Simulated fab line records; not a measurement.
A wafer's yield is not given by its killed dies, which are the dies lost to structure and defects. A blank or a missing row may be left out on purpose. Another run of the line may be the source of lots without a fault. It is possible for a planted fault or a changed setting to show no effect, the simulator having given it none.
The tool behind it: which one? + flow sky130 + 36 wafers from 12 lots sampled at 6 of the route's 708 steps

WHAT THE GAUGES READ, wafer by wafer
SKY_VT_ADJUST_HVTP_OVL_MEAS_08.
| lot  | measured     | on         | VT_ADJUST_HVTP_OVL (nm) |
|------|--------------|------------|-------------------------|
| L155 | day 6 00:55  | overlay-02 | -0.5 1.2 -0.4           |
| L156 | day 6 04:11  | overlay-02 | 0.9 -0.3 -1.6           |
| L159 | day 6 22:20  | overlay-01 | -1.9 -1.6 -1.7          |
| L160 | day 7 06:35  | overlay-01 | 1.3 0.1 2.0             |
| L161 | day 7 12:52  | overlay-01 | 0.8 0.5 -1.5            |
| L165 | day 8 11:56  | overlay-02 | 0.8 1.0 0.4             |
| L171 | day 10 16:16 | overlay-02 | -1.3 0.0 -0.4           |
| L173 | day 11 02:07 | overlay-02 | -1.4 -0.8 -1.4          |
| L174 | day 11 06:31 | overlay-02 | -2.0 -1.5 -1.9          |
| L175 | day 11 08:55 | overlay-01 | -1.0 1.4 -0.2           |
| L176 | day 11 13:25 | overlay-01 | -0.2 -0.9 -1.4          |
| L177 | day 11 23:49 | overlay-02 | -1.6 1.2 -0.8           |

SKY_VT_ADJUST_PCH_OVL_MEAS_07.
| lot  | measured     | on         | VT_ADJUST_PCH_OVL (nm) |
|------|--------------|------------|------------------------|
| L155 | day 10 05:05 | overlay-01 | 0.4 -1.3 2.1           |
| L156 | day 10 11:21 | overlay-02 | 2.5 2.5 1.3            |
| L159 | day 11 09:52 | overlay-01 | 1.5 0.4 0.4            |
| L160 | day 11 18:37 | overlay-02 | -0.7 -1.3 -0.1         |
| L161 | day 12 02:47 | overlay-02 | 1.0 0.5 1.9            |
| L165 | day 13 06:23 | overlay-02 | - - -                  |
| L171 | day 15 22:30 | overlay-01 | 0.8 1.8 0.8            |
| L173 | day 16 11:39 | overlay-02 | 2.1 0.4 1.4            |
| L174 | day 16 16:36 | overlay-01 | 1.7 3.6 2.0            |
| L175 | day 16 19:12 | overlay-01 | -0.1 -0.9 -0.4         |
| L176 | day 17 01:21 | overlay-02 | -0.2 0.8 3.1           |
| L177 | day 17 12:23 | overlay-02 | -0.1 1.4 1.2           |

SKY_VT_ADJUST_PCH_TW_MEAS_10.
| lot  | measured     | on            | VT_ADJUST_PCH_TW  |
|------|--------------|---------------|-------------------|
| L155 | day 10 05:23 | film-metro-03 | 140.5 141.4 139.9 |
| L156 | day 10 11:39 | film-metro-01 | 143.3 143.8 143.5 |
| L159 | day 11 10:10 | film-metro-04 | 146.2 145.7 145.8 |
| L160 | day 11 18:54 | film-metro-04 | 145.5 145.6 145.6 |
| L161 | day 12 03:05 | film-metro-01 | 143.3 143.2 143.4 |
| L165 | day 13 06:41 | film-metro-01 | 30.1 30.1 30.1    |
| L171 | day 15 22:47 | film-metro-04 | 146.5 146.9 146.8 |
| L173 | day 16 11:56 | film-metro-03 | 141.5 142.0 142.2 |
| L174 | day 16 16:53 | film-metro-03 | 141.8 142.4 141.5 |
| L175 | day 16 19:29 | film-metro-03 | 141.3 141.8 142.0 |
| L176 | day 17 01:38 | film-metro-03 | 140.8 140.6 141.7 |
| L177 | day 17 12:41 | film-metro-01 | 144.7 145.5 145.4 |

SKY_SONOS_TUNNEL_TW_MEAS_12.
| lot  | measured     | on            | SONOS_TUNNEL_TW   |
|------|--------------|---------------|-------------------|
| L155 | day 11 04:10 | film-metro-03 | 195.7 195.8 195.3 |
| L156 | day 11 10:35 | film-metro-02 | 195.5 196.6 197.5 |
| L159 | day 12 10:41 | film-metro-02 | 198.1 198.0 197.2 |
| L160 | day 12 19:31 | film-metro-02 | 197.8 197.4 196.7 |
| L161 | day 13 03:56 | film-metro-01 | 198.0 197.2 198.2 |
| L165 | day 14 08:22 | film-metro-01 | 198.6 198.3 199.2 |
| L171 | day 17 03:45 | film-metro-01 | 200.4 200.2 201.1 |
| L173 | day 17 17:40 | film-metro-02 | 197.2 196.1 196.3 |
| L174 | day 17 22:46 | film-metro-02 | 196.9 197.5 197.3 |
| L175 | day 18 00:49 | film-metro-01 | 200.3 200.2 200.0 |
| L176 | day 18 07:56 | film-metro-03 | 195.3 195.1 195.3 |
| L177 | day 18 18:45 | film-metro-03 | 195.1 195.8 196.0 |

TOOL THAT RAN EACH LOT (tool first, then ch and the chambers of the sampled wafers, then the start)
| lot  | SKY_VT_ADJUST_HVTR_STRIP_10          | SKY_VT_ADJUST_PCH_EXPOSE_04         |
|------|--------------------------------------|-------------------------------------|
| L155 | plasma-asher-01 ch 0,1, day 9 07:18  | iline-stepper-02 ch 0, day 9 17:53  |
| L156 | plasma-asher-04 ch 0,1, day 9 12:50  | iline-stepper-01 ch 0, day 10 00:29 |
| L159 | plasma-asher-04 ch 0,1, day 10 11:20 | iline-stepper-02 ch 0, day 10 22:38 |
| L160 | plasma-asher-04 ch 0,1, day 10 19:56 | iline-stepper-01 ch 0, day 11 07:19 |
| L161 | plasma-asher-02 ch 0,1, day 11 02:48 | iline-stepper-02 ch 0, day 11 14:17 |
| L165 | plasma-asher-02 ch 0,1, day 12 06:00 | iline-stepper-01 ch 0, day 12 17:59 |
| L171 | plasma-asher-04 ch 0,1, day 14 18:52 | iline-stepper-02 ch 0, day 15 08:50 |
| L173 | plasma-asher-01 ch 0,1, day 15 07:22 | iline-stepper-02 ch 0, day 15 21:01 |
| L174 | plasma-asher-01 ch 0, day 15 11:46   | iline-stepper-01 ch 0, day 16 01:55 |
| L175 | plasma-asher-02 ch 0,1, day 15 15:36 | iline-stepper-01 ch 0, day 16 05:14 |
| L176 | plasma-asher-02 ch 0,1, day 15 20:35 | iline-stepper-01 ch 0, day 16 11:26 |
| L177 | plasma-asher-01 ch 0,1, day 16 08:07 | iline-stepper-02 ch 0, day 16 22:18 |
- SKY_VT_ADJUST_HVTR_STRIP_10: strips in O2/N2.
- SKY_VT_ADJUST_PCH_EXPOSE_04: exposes mask NWM, target cd 840 nm.

WHAT THE TOOLS THEMSELVES READ (means of the sampled wafers that have a number; where no wafer has one, the mark that the record gives instead)
SKY_VT_ADJUST_HVTR_STRIP_10.
| lot  | tool            | drypump-motor-current-A (A) | oes-product-au (a.u.) | strip-time-to-endpoint-s (s) |
|------|-----------------|-----------------------------|-----------------------|------------------------------|
| L155 | plasma-asher-01 | 6.4                         | 0.709                 | 14.18                        |
| L156 | plasma-asher-04 | 6.3                         | 0.719                 | 14.25                        |
| L159 | plasma-asher-04 | 5.7                         | 0.719                 | 14.21                        |
| L160 | plasma-asher-04 | 6.3                         | 0.712                 | 14.20                        |
| L161 | plasma-asher-02 | 5.9                         | 0.713                 | 14.18                        |
| L165 | plasma-asher-02 | 5.9                         | 0.718                 | 14.21                        |
| L171 | plasma-asher-04 | 5.7                         | 0.714                 | 14.20                        |
| L173 | plasma-asher-01 | 6.4                         | 0.719                 | 14.15                        |
| L174 | plasma-asher-01 | 6.3                         | 0.714                 | 14.20                        |
| L175 | plasma-asher-02 | 6.0                         | 0.717                 | 14.22                        |
| L176 | plasma-asher-02 | 5.9                         | 0.709                 | 14.18                        |
| L177 | plasma-asher-01 | 6.3                         | 0.717                 | 14.15                        |

THE ANSWER, worked out from the rows above alone
Rule: the usual values come from the lots themselves. The widest of any qualifying gaps counts: lots, ordered by their means at a reading, are off when they make up no more than a third of the lots, leave a main group of 4 or more, and stand apart from it by 3 or more times the standard deviation of that group's means. The tables above print the reading to a certain number of digits; a main group whose means all agree to those digits is not used. A lot without any number at a reading at which 4 lots or more have one is off too. All remaining lots with rows at the step are treated as sound. After the gauges, taken in route order, come the tools' own readings; for these a lot's mean is taken, as printed above. At the first step where some lot is off, the reading lying furthest off is the one used; lots without a number count as furthest.
Off: L165, at SKY_VT_ADJUST_PCH_OVL_MEAS_07 (VT_ADJUST_PCH_OVL). Without a number there: L165. Main group: mean 0.9 nm, sd 0.9.
A tool fits if, at a process step before that reading, it ran every lot that is off, and no sound lot after the first of them. Not tried: the gauges at SKY_VT_ADJUST_PCH_OVL_MEAS_07; whatever is off there is also off at SKY_VT_ADJUST_PCH_TW_MEAS_10, on other tools, and gauge error can't account for it. None of those tried fits.

WHAT WAS PUT IN BY THE SIMULATOR
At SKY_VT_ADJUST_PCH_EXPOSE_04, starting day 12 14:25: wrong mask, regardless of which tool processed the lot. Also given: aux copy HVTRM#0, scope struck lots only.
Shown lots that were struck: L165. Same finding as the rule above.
